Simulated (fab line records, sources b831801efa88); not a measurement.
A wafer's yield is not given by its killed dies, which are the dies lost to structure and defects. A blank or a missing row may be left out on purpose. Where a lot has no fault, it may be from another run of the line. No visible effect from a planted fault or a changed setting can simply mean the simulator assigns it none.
Problem report, 8D (eight disciplines) form, completed by code    flow gf180mcu    the parts of the form that need people (team, actions taken, sign-off) are left out

== 1. PROBLEM STATEMENT ==
Mean of stripTimeToEndpointS at GF_DUAL_GATE_STRIP_13: 12.83 s across 2 wafers in 2 lots; on wafers with no fault it is 12.65 s (standard deviation 0.032). That puts it +5.6 standard deviations away from the usual mean.
The step: strips in O2/N2.
Seen first at day 11 02:55 on plasmaAsher-01, wafer L363.2. Wafers with a number at this step in the record: 39, from 13 lots. Rule for "out" (also "out of limits"): further than 4 standard deviations from the usual mean. Any other wafer with a number is counted as sound.

== 2. WHAT IT IS AND WHAT IT IS NOT ==
question                     is                              is not
which readings at this step  stripTimeToEndpointS            drypumpMotorCurrentA, heaterPowerW, oesProductAu
which lots                   L363, L366                      L353, L354, L355, L356, L357, L358, L359, L360, L370, L372, L376
which wafers of those lots   L363.2, L366.6                  L363.1, L363.3, L366.3, L366.5
read on which tools          plasmaAsher-01, plasmaAsher-03  plasmaAsher-04
when                         from day 11 02:55               up to then (26 sound wafers); but 11 sound wafers of L366, L370, L372, L376 came after

== 3. SUSPECTS, AND WHAT RULES EACH OUT ==
Counting: any tool at a process step up to the reading remains a suspect provided it ran every lot that is out. Sound lots after the first of them don't rule it out here, since some wafers of a struck lot are sound.
- lithoTrack-04 at GF_DUAL_GATE_COAT_06 (resist thk 1000 nm): kept. Ran every lot that is out, first one L363 (day 10 17:22); last sound lot up to then L358 (day 9 11:07).
After counting, what remains is lithoTrack-04 at GF_DUAL_GATE_COAT_06.

== 4. THE CAUSE (what the simulator had put in) ==
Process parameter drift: lithoTrack-04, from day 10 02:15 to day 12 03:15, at GF_DUAL_GATE_COAT_06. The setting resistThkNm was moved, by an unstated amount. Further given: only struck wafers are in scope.
Counting left only this tool.

== 5. THE CHAIN OF EFFECTS, in route order ==
Rows list readings where the struck wafers' mean (over those with a number) sits beyond 3 standard deviations from the usual. Readings are gone through only where the record gives a usual standard deviation; hours: the median, over the lots, of the time from a lot's start at the first step in this table giving one to that lot's start at this step; sigmas: the change measured in usual standard deviations.
hours  step                   reading               usual    on struck wafers  change  sigmas
0      GF_DUAL_GATE_STRIP_13  stripTimeToEndpointS  12.65 s  12.83             +0.18   +5.6
Here are the process steps it includes:
- GF_DUAL_GATE_STRIP_13: strips in O2/N2.
At these later measuring or inspecting steps, every struck wafer for which the step has a row has a number for every such reading, and none has moved that far: GF_POLY_GATE_CD_MEAS_10.

== 6. WHAT WOULD HAVE CAUGHT IT SOONER ==
25 hours passed between the start of the fault at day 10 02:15 and the first reading out of limits in this record, taken at day 11 02:55.
Of the lots that are out (2), L366 began GF_DUAL_GATE_COAT_06 on lithoTrack-04 after day 11 02:55. Putting the tool on hold at that point would have spared it.
